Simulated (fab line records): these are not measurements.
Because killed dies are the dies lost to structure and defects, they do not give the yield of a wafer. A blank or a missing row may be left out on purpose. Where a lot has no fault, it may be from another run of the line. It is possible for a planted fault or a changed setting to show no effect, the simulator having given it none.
fab line records	flow sky130
[record] lots = 14	wafers = 42	last-day = 50
route steps=708 shown SONOS_ONO@173 POLY_GATE@228
lots untouched by any fault: they come from a run of this same line in which no faults occurred
start-h: hours from the record's opening day to when the first of the lot's shown wafers began	wait-h: how many hours have passed since the lot's step before this one	" repeats the value in the row above	L1.1+2: a single row standing in for several wafers	- value missing, or start not given	* or withheld: withheld	< > ~ a bound
route shown NAME@n: names a module that has steps shown in the file, with the first one's number in the route	usual: mean/standard deviation taken from wafers without a fault	same: alike in all rows	chamber/n: place in a boat	sites: per-site readings	_std_site: standard deviation across them	_edge_site: mean of outer sites minus mean of inner sites	radius-mm: how far each site lies from the wafer's centre	mask NAME#n: copy n	behind: the tool/chamber that last shaped the wafer	hold: why the lot was held/for how many hours/how that ended	device: the n, p or np transistor that did not switch	end of line: tests of these same wafers at the route's end	a step with no rows: only its recipe	killed: at the first sort, the dies lost to defects and structure; wafer yield is something else	map: a wafer's dies, marking killed ones x, the rest . and places with no die _
set.NAME: setting as actually run; set.NAME@STEP: the setting as run at that earlier step	model.NAME: the simulator's own value behind a step, which no gauge read
the route's steps for a sample of lots (tables are steps, rows are wafers)
services: the hour from which a tool's chamber was out of use, counted from the record's first day as start-h (under 0 if before that day), plus the number of hours and why
[[steps]]
[step SKY_SONOS_ONO_THK_MEAS_05]
[recipe] reads = SiO2_of_SONOS_ONO_CVD_04
[usual] SONOS_ONO_CVD_04_THK = 5.72/0.13
lot.wafer	tool	chamber	start-h	wait-h	SONOS_ONO_CVD_04_THK[nm]
L265.1	film-metro-02	-	249.47	0.0	5.60
L265.2	"	-	"	"	5.59
L265.6	"	-	"	"	5.61
L266.2	film-metro-02	-	265.34	0.0	5.69
L266.3	"	-	"	"	5.58
L266.4	"	-	"	"	5.73
L271.1	film-metro-03	-	308.79	0.0	5.84
L271.3	"	-	"	"	5.82
L271.5	"	-	"	"	5.68
L272.1	film-metro-01	-	317.02	0.0	5.81
L272.2	"	-	"	"	5.82
L272.3	"	-	"	"	5.76
L273.1	film-metro-01	-	321.83	0.0	5.77
L273.2	"	-	"	"	5.72
L273.3	"	-	"	"	5.76
L274.1	film-metro-01	-	324.60	0.0	5.88
L274.4	"	-	"	"	5.74
L274.6	"	-	"	"	5.75
L275.1	film-metro-03	-	334.88	0.0	5.67
L275.3	"	-	"	"	5.71
L275.4	"	-	"	"	5.57
L276.2	film-metro-01	-	342.56	0.0	5.87
L276.3	"	-	"	"	5.73
L276.4	"	-	"	"	5.82
L277.3	film-metro-03	-	349.15	0.0	5.60
L277.4	"	-	"	"	5.58
L277.6	"	-	"	"	5.61
L280.2	film-metro-03	-	366.19	0.0	5.67
L280.5	"	-	"	"	5.72
L280.6	"	-	"	"	5.68
L282.1	film-metro-02	-	388.97	0.0	5.66
L282.4	"	-	"	"	5.60
L282.5	"	-	"	"	5.77
L281.2	film-metro-01	-	388.98	0.0	5.51
L281.5	"	-	"	"	5.63
L281.6	"	-	"	"	5.79
L283.1	film-metro-01	-	399.17	0.0	5.91
L283.5	"	-	"	"	5.79
L283.6	"	-	"	"	5.78
L288.2	film-metro-01	-	446.60	0.0	5.71
L288.3	"	-	"	"	5.71
L288.5	"	-	"	"	5.76
[step SKY_POLY_GATE_OVL_MEAS_14]
[usual] POLY_GATE_OVL = 1/5.1
lot.wafer	tool	chamber	start-h	wait-h	POLY_GATE_OVL[nm]
L265.1	overlay-02	-	364.09	0.1	7
L265.2	"	-	"	"	5
L265.6	"	-	"	"	5
L266.2	overlay-01	-	378.99	0.1	1
L266.3	"	-	"	"	-2
L266.4	"	-	"	"	3
L271.1	overlay-02	-	429.58	0.1	-2
L271.3	"	-	"	"	4
L271.5	"	-	"	"	2
L272.1	overlay-02	-	436.28	0.1	0
L272.2	"	-	"	"	8
L272.3	"	-	"	"	4
L273.1	overlay-02	-	443.76	0.1	-5
L273.2	"	-	"	"	1
L273.3	"	-	"	"	-2
L274.1	overlay-01	-	446.54	0.1	-1
L274.4	"	-	"	"	3
L274.6	"	-	"	"	-4
L275.1	overlay-02	-	462.21	0.1	2
L275.3	"	-	"	"	5
L275.4	"	-	"	"	-2
L276.2	overlay-01	-	469.59	0.1	8
L276.3	"	-	"	"	13
L276.4	"	-	"	"	8
L277.3	overlay-01	-	473.62	0.1	-1
L277.4	"	-	"	"	-1
L277.6	"	-	"	"	2
L280.2	overlay-01	-	495.47	0.1	1
L280.5	"	-	"	"	5
L280.6	"	-	"	"	-3
L281.2	overlay-01	-	515.79	0.1	0
L281.5	"	-	"	"	8
L281.6	"	-	"	"	6
L282.1	overlay-01	-	516.54	0.1	3
L282.4	"	-	"	"	6
L282.5	"	-	"	"	-1
L283.1	overlay-02	-	528.71	0.1	4
L283.5	"	-	"	"	-1
L283.6	"	-	"	"	0
L288.2	overlay-02	-	577.44	0.1	-6
L288.3	"	-	"	"	-11
L288.5	"	-	"	"	-11
[step SKY_POLY_GATE_ETCH_16]
[recipe] stop-on = poly-Si	chemistry = CH3F/O2	target = Si3N4	source-w = 400	bias-w = 80	pressure-mtorr = 25	ch3f-flow-sccm = 40	O2_flow_sccm = 30	time-s = 147.5	target-depth-a = 750
[usual] drypump-motor-current-A = 5.5/0.41	oes-product-au = 0.641/0.0054	rf-fwd-power-W = 398.4/1.2	throttle-valve-pct = 10.535/0.0097
lot.wafer	tool	chamber	start-h	wait-h	drypump-motor-current-A	oes-product-au	rf-fwd-power-W	rf-hours-counter-h	throttle-valve-pct
L265.1	rie-diel-01	1	364.21	0.0	5.7	0.638	397.6	3	10.552
L265.2	"	0	"	"	6.2	0.643	397.8	49	10.544
L265.6	"	3	"	"	5.8	0.640	399.5	-	10.537
L266.2	rie-diel-01	1	379.10	0.0	5.7	0.645	398.3	3	10.537
L266.3	"	2	"	"	5.4	0.643	398.0	3	10.551
L266.4	"	0	"	"	6.2	0.643	398.5	49	10.531
L271.1	rie-diel-04	3	429.70	0.0	5.3	0.649	398.9	0	10.522
L271.3	"	0	"	"	5.9	0.636	397.8	18	10.538
L271.5	"	1	"	"	4.9	0.637	395.6	-	10.524
L272.1	rie-diel-04	2	436.40	0.0	5.1	0.636	397.9	11	10.526
L272.2	"	3	"	"	5.3	0.636	397.6	0	10.545
L272.3	"	1	"	"	4.9	0.635	397.7	3	10.534
L273.1	rie-diel-04	1	443.88	0.0	4.9	0.638	399.2	4	10.527
L273.2	"	2	"	"	5.1	0.638	398.5	11	10.536
L273.3	"	3	"	"	5.3	0.645	400.3	0	10.535
L274.1	rie-diel-04	2	446.66	0.0	5.2	0.647	398.5	11	10.536
L274.4	"	1	"	"	4.9	0.642	397.9	4	10.536
L274.6	"	2	"	"	5.1	0.641	399.3	-	10.529
L275.1	rie-diel-03	2	462.33	0.0	6.0	0.643	399.9	46	10.537
L275.3	"	1	"	"	5.6	0.642	400.6	57	10.532
L275.4	"	0	"	"	6.2	0.642	398.4	36	10.531
L276.2	rie-diel-03	3	469.70	0.0	5.4	0.639	397.9	74	10.546
L276.3	"	1	"	"	5.6	0.644	398.0	58	10.529
L276.4	"	2	"	"	6.0	0.641	397.5	46	10.541
L277.3	rie-diel-01	0	473.73	0.0	6.2	0.644	398.0	51	10.522
L277.4	"	2	"	"	5.4	0.647	397.8	4	10.547
L277.6	"	2	"	"	5.4	0.641	397.2	-	10.542
L280.2	rie-diel-01	3	495.58	0.0	5.8	0.647	397.6	6	10.530
L280.5	"	1	"	"	5.7	0.646	396.6	-	10.557
L280.6	"	0	"	"	6.2	0.632	399.3	-	10.558
L281.2	rie-diel-04	2	515.90	0.0	5.1	0.643	399.6	12	10.535
L281.5	"	1	"	"	4.9	0.656	399.3	-	10.537
L281.6	"	2	"	"	5.2	0.641	398.3	-	10.544
L282.1	rie-diel-03	0	516.66	0.0	6.2	0.640	398.8	37	10.527
L282.4	"	2	"	"	5.9	0.638	399.7	47	10.541
L282.5	"	0	"	"	6.2	0.634	398.6	-	10.537
L283.1	rie-diel-04	1	528.83	0.0	4.9	0.643	397.3	5	10.553
L283.5	"	3	"	"	5.3	0.640	397.5	-	10.556
L283.6	"	2	"	"	5.2	0.641	397.7	-	10.539
L288.2	rie-diel-04	0	577.55	0.0	6.0	0.636	398.2	20	10.522
L288.3	"	3	"	"	5.3	0.646	396.6	3	10.544
L288.5	"	3	"	"	5.3	0.634	398.5	-	10.523
[step SKY_POLY_GATE_ETCH_17]
[recipe] target-depth-nm = 180	stop-on = SiO2	over-etch-frac = 0.56667	chemistry = HBr/Cl2	target = poly-Si	icp-w = 400	bias-w = 100	pressure-mtorr = 10	HBr_flow_sccm = 150	Cl2_flow_sccm = 50	time-s = 70.5
[usual] drypump-motor-current-A = 5.7/0.49	he-backside-leak-sccm = 2.73/0.27	mfc-cl2-sccm = 49.99/0.15	oes-product-au = 0.986/0.0082	rf-fwd-power-W = 397.1/1.2	throttle-valve-pct = 33.684/0.0078
lot.wafer	tool	chamber	start-h	wait-h	drypump-motor-current-A	he-backside-leak-sccm	mfc-cl2-sccm	oes-product-au	rf-fwd-power-W	rf-hours-counter-h	throttle-valve-pct
L265.1	rie-si-01	3	364.31	0.0	5.4	2.90	49.86	0.985	397.0	2	33.668
L265.2	"	2	"	"	5.1	2.69	50.04	0.987	396.7	42	33.687
L265.6	"	1	"	"	6.6	2.79	49.99	0.984	397.3	-	33.697
L266.2	rie-si-01	2	379.20	0.0	5.1	2.79	50.03	0.996	397.4	42	33.693
L266.3	"	0	"	"	6.3	2.53	50.04	0.984	397.3	23	33.685
L266.4	"	1	"	"	6.6	2.67	49.84	0.986	397.9	13	33.682
L271.1	rie-si-01	3	429.80	0.0	5.4	2.95	50.03	0.997	396.1	3	33.685
L271.3	"	1	"	"	6.7	2.75	50.01	0.974	399.1	13	33.682
L271.5	"	2	"	"	5.1	2.74	49.95	1.000	399.5	-	33.686
L272.1	rie-si-02	2	436.50	0.0	6.0	2.66	49.97	0.989	397.4	53	33.684
L272.2	"	3	"	"	5.2	2.72	50.04	0.983	398.2	12	33.683
L272.3	"	1	"	"	5.6	2.58	49.86	0.991	394.9	34	33.691
L273.1	rie-si-02	3	443.98	0.0	5.3	2.77	50.00	0.972	397.4	12	33.679
L273.2	"	1	"	"	5.5	2.56	50.23	0.988	395.9	34	33.686
L273.3	"	0	"	"	5.7	3.06	50.11	0.979	396.8	2	33.678
L274.1	rie-si-02	3	446.76	0.0	5.3	2.62	50.14	0.974	396.2	12	33.688
L274.4	"	2	"	"	6.0	2.83	49.86	0.987	397.1	53	33.695
L274.6	"	0	"	"	5.7	3.00	50.00	0.985	396.4	-	33.682
L275.1	rie-si-02	3	462.43	0.0	5.3	2.76	50.15	0.976	397.4	13	33.677
L275.3	"	0	"	"	5.7	2.86	49.61	0.996	397.9	2	33.678
L275.4	"	2	"	"	6.0	2.67	49.68	1.010	396.2	53	33.692
L276.2	rie-si-02	0	469.80	0.0	5.6	2.92	49.88	0.991	398.8	2	33.694
L276.3	"	2	"	"	6.0	2.91	50.14	0.990	397.5	53	33.688
L276.4	"	1	"	"	5.6	2.54	50.24	0.978	396.1	35	33.683
L277.3	rie-si-01	0	473.83	0.0	6.3	2.29	49.87	0.968	396.6	24	33.683
L277.4	"	2	"	"	5.1	2.71	49.70	0.992	394.5	-	33.673
L277.6	"	0	"	"	6.3	2.39	50.02	0.976	396.6	-	33.691
L280.2	rie-si-02	2	495.68	0.0	6.0	4.88	50.07	0.979	397.6	53	33.690
L280.5	"	3	"	"	5.3	2.62	50.21	0.695	400.2	-	33.675
L280.6	"	0	"	"	5.7	2.89	49.93	0.983	397.4	-	33.685
L281.2	rie-si-01	1	516.00	0.0	6.6	2.81	50.13	0.984	396.8	14	33.686
L281.5	"	1	"	"	6.6	2.72	50.04	0.979	396.1	-	33.678
L281.6	"	2	"	"	5.1	2.97	49.70	0.988	398.4	-	33.679
L282.1	rie-si-01	0	516.76	0.0	6.2	2.42	50.19	0.997	396.3	24	33.691
L282.4	"	2	"	"	5.1	2.81	49.97	0.988	395.0	43	33.677
L282.5	"	3	"	"	5.4	2.86	50.15	0.996	399.8	-	33.681
L283.1	rie-si-02	3	528.93	0.0	5.3	2.53	50.26	0.686	397.3	13	33.695
L283.5	"	1	"	"	5.5	2.31	50.07	0.986	397.8	-	33.684
L283.6	"	2	"	"	6.0	2.71	50.24	0.980	395.7	-	33.674
L288.2	rie-si-01	2	577.65	0.0	5.1	2.68	50.00	0.991	398.6	0	33.670
L288.3	"	3	"	"	5.4	2.85	50.05	1.005	396.6	4	33.673
L288.5	"	3	"	"	5.4	2.77	50.05	1.010	398.5	-	33.668
[step SKY_POLY_GATE_STRIP_18]
[recipe] chemistry = O2/N2	power-w = 1400	pressure-mtorr = 1500	platen-temp-c = withheld	o2-flow-sccm = 3000	n2-flow-sccm = 300	overash-fraction = 0.5
[usual] drypump-motor-current-A = 5.4/0.72	oes-product-au = 0.361/0.0046	strip-time-to-endpoint-s = 3.18/0.04
lot.wafer	tool	chamber	start-h	wait-h	drypump-motor-current-A	oes-product-au	rf-hours-counter-h	strip-time-to-endpoint-s
L265.1	plasma-asher-02	1	364.37	0.0	5.1	0.363	56	3.28
L265.2	"	0	"	"	4.8	0.359	56	3.23
L265.6	"	0	"	"	4.8	0.367	-	3.19
L266.2	plasma-asher-04	1	379.25	0.0	4.7	0.362	26	3.22
L266.3	"	0	"	"	6.3	0.356	-	3.15
L266.4	"	1	"	"	4.7	0.361	-	3.23
L271.1	plasma-asher-02	0	429.85	0.0	4.8	0.361	63	3.14
L271.3	"	1	"	"	5.0	0.361	-	3.19
L271.5	"	0	"	"	4.8	0.364	-	3.17
L272.1	plasma-asher-01	0	436.55	0.0	5.9	0.361	1	3.21
L272.2	"	1	"	"	6.7	0.374	1	3.24
L272.3	"	0	"	"	5.9	0.355	-	3.22
L273.1	plasma-asher-01	1	444.03	0.0	6.7	0.372	2	3.24
L273.2	"	0	"	"	5.9	0.370	2	3.25
L273.3	"	0	"	"	5.9	0.359	-	3.20
L274.1	plasma-asher-02	1	446.82	0.0	5.1	0.360	65	3.21
L274.4	"	1	"	"	5.1	0.365	-	3.18
L274.6	"	1	"	"	5.1	0.367	-	3.18
L275.1	plasma-asher-02	1	462.48	0.0	5.0	0.361	66	3.16
L275.3	"	0	"	"	4.8	0.361	-	3.12
L275.4	"	1	"	"	5.0	0.359	-	3.17
L276.2	plasma-asher-04	0	469.85	0.0	6.3	0.360	34	3.14
L276.3	"	0	"	"	6.4	0.358	-	3.12
L276.4	"	1	"	"	4.8	0.369	-	3.12
L277.3	plasma-asher-02	1	473.92	0.1	5.0	0.368	-	3.26
L277.4	"	0	"	"	4.8	0.353	-	3.13
L277.6	"	1	"	"	5.0	0.365	-	3.17
L280.2	plasma-asher-02	1	495.73	0.0	5.0	0.357	70	3.15
L280.5	"	0	"	"	4.8	0.379	-	3.71
L280.6	"	1	"	"	5.1	0.367	-	3.22
L281.2	plasma-asher-01	0	516.05	0.0	5.9	0.358	9	3.21
L281.5	"	0	"	"	5.9	0.361	-	3.20
L281.6	"	1	"	"	6.6	0.363	-	3.19
L282.1	plasma-asher-04	1	516.82	0.0	4.7	0.365	38	3.16
L282.4	"	1	"	"	4.7	0.356	-	3.19
L282.5	"	1	"	"	4.7	0.365	-	3.17
L283.1	plasma-asher-02	0	528.98	0.0	4.8	0.375	73	3.59
L283.5	"	0	"	"	4.8	0.364	-	3.18
L283.6	"	1	"	"	5.0	0.358	-	3.19
L288.2	plasma-asher-04	0	577.70	0.0	6.3	0.356	44	3.17
L288.3	"	1	"	"	4.7	0.355	-	3.18
L288.5	"	0	"	"	6.3	0.365	-	3.18
[[services]]
tool	chamber	start-h	hours	kind
rie-si-01	-	354.58	2.8	pm
plasma-asher-01	-	368.29	1.4	repair
rie-diel-04	3	391.36	2.5	repair
rie-diel-04	0	400.11	4.3	repair
plasma-asher-01	-	406.05	2.1	repair
rie-si-02	3	408.71	14.3	repair
rie-diel-03	3	412.31	2.5	repair
plasma-asher-01	-	421.25	9.0	pm
plasma-asher-04	-	443.65	4.9	repair
rie-si-01	3	464.91	31.5	repair
rie-si-01	0	474.00	34.1	repair
plasma-asher-04	-	479.68	7.1	repair
rie-diel-04	-	485.44	0.7	repair
rie-diel-04	1	489.31	9.3	repair
rie-diel-01	3	507.33	7.3	repair
rie-diel-04	-	511.24	4.3	pm
rie-si-02	-	516.28	2.8	pm
plasma-asher-02	-	517.88	1.7	repair
rie-diel-04	-	523.70	1.0	repair
rie-diel-04	0	528.08	8.5	repair
rie-diel-01	2	549.72	6.1	repair
rie-diel-04	-	563.93	0.4	repair
plasma-asher-04	-	565.34	2.8	pm
rie-diel-04	0	570.73	5.7	repair
[[key]]
[first-sign] step = SKY_POLY_GATE_ETCH_17	reading = oes-product-au	direction = down	sigmas = 36	usual = 0.986	struck = 0.690
[effect] step = SKY_POLY_GATE_STRIP_18	reading = strip-time-to-endpoint-s	direction = up	sigmas = 12	usual = *	struck = *
met-at SKY_POLY_GATE_ETCH_17
struck-lots L280,L283
struck-wafers L280.5,L283.1
later-rows-left-out L280.5,L283.1
sort-left-out L280.5,L283.1
tester-left-out L280,L283
not-acting-at SKY_SONOS_ONO_THK_MEAS_05,SKY_POLY_GATE_OVL_MEAS_14,SKY_POLY_GATE_ETCH_16
onset-between 462.43 495.68
[fault] kind = process-parameter-drift	tool = rie-si-02	chamber = 3	onset-h = 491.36	steps = SKY_POLY_GATE_ETCH_17	channel = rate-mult	offset = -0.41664	shape = step	end-h = 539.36
// tester-left-out: of these lots the tester's yield and bins aren't shown, on N5 and GAA mostly nor the transistor test; their killed dies are dies lost to structure and defects alone, not to doping, threshold or leakage, so they don't give the yield
// sort-left-out: the simulated sort isn't trusted on such a fault, so these wafers' sort isn't shown, and their yield isn't known
// later-rows-left-out: the simulator's readings of these wafers behind a module that went badly wrong aren't trusted and aren't shown, but for the sort
